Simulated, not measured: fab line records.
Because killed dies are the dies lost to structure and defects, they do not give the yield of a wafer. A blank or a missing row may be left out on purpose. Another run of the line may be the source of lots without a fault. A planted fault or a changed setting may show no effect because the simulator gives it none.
Which tool did it? -- flow gf180mcu -- 11 lots, 33 wafers sampled, at 2 steps of a route of 602

== WHAT THE GAUGES SHOWED, per wafer ==
GF_V1_RS_MEAS_24: measures by four-point-probe.
lot,measured,on,V1_W_RS (ohm/sq)
L930,day 18 04:13,filmMetro-01,0.327 0.331 0.334
L931,day 18 12:17,filmMetro-02,0.330 0.332 0.330
L933,day 19 04:04,filmMetro-03,0.334 0.326 0.335
L934,day 19 23:15,filmMetro-01,0.332 0.328 0.327
L935,day 19 23:25,filmMetro-03,0.328 0.325 0.326
L939,day 21 13:13,filmMetro-01,0.325 0.332 0.329
L941,day 22 04:55,filmMetro-03,0.326 0.437 0.326
L946,day 24 07:36,filmMetro-01,0.327 0.325 0.328
L950,day 25 15:14,filmMetro-03,0.330 0.326 0.328
L951,day 25 22:50,filmMetro-02,0.336 0.337 0.330
L953,day 26 13:28,filmMetro-02,0.330 0.327 0.329

== WHAT TOOL EACH LOT RAN ON (gives the tool, then ch and the chambers of the sampled wafers, and finally the start) ==
lot,GF_V1_CVD_23
L930,"cvdW-01 ch 0,1, day 18 04:06"
L931,"cvdW-01 ch 0,1, day 18 12:11"
L933,"cvdW-02 ch 0,1, day 19 03:58"
L934,"cvdW-02 ch 0,1, day 19 23:08"
L935,"cvdW-01 ch 0,1, day 19 23:18"
L939,"cvdW-01 ch 0,1, day 21 13:07"
L941,"cvdW-02 ch 0,1, day 22 04:47"
L946,"cvdW-01 ch 0,1, day 24 07:29"
L950,"cvdW-01 ch 0,1, day 25 15:06"
L951,"cvdW-01 ch 0,1, day 25 22:43"
L953,"cvdW-02 ch 0,1, day 26 13:20"
- GF_V1_CVD_23: deposits W, target thk 350 nm, time 105.05 s.

== THE ANSWER, worked out from the rows above alone ==
Rule: what is usual is taken from the lots themselves. Put in order of their means at a reading, lots are off if they are a third of the lots or fewer, leave a main group of 4 or more, and stand apart from it by a gap of 3 or more times the standard deviation of the main group's means; of several such gaps the widest counts. If all means in a main group match to the digits the tables above print for the reading, that group is not used. Also off: a lot with no number at a reading for which 4 or more lots have one. All remaining lots with rows at the step are treated as sound.
Off: at GF_V1_RS_MEAS_24 (V1_W_RS), L941. The main group: mean 0.329 ohm/sq, standard deviation 0.0023.
If a tool, at a process step before that reading, ran all the lots that are off and no sound lot after the first of them, it fits. The gauges at GF_V1_RS_MEAS_24 are tried like those tools. No candidate that was tried fits.

== WHAT THE SIMULATOR PUT IN ==
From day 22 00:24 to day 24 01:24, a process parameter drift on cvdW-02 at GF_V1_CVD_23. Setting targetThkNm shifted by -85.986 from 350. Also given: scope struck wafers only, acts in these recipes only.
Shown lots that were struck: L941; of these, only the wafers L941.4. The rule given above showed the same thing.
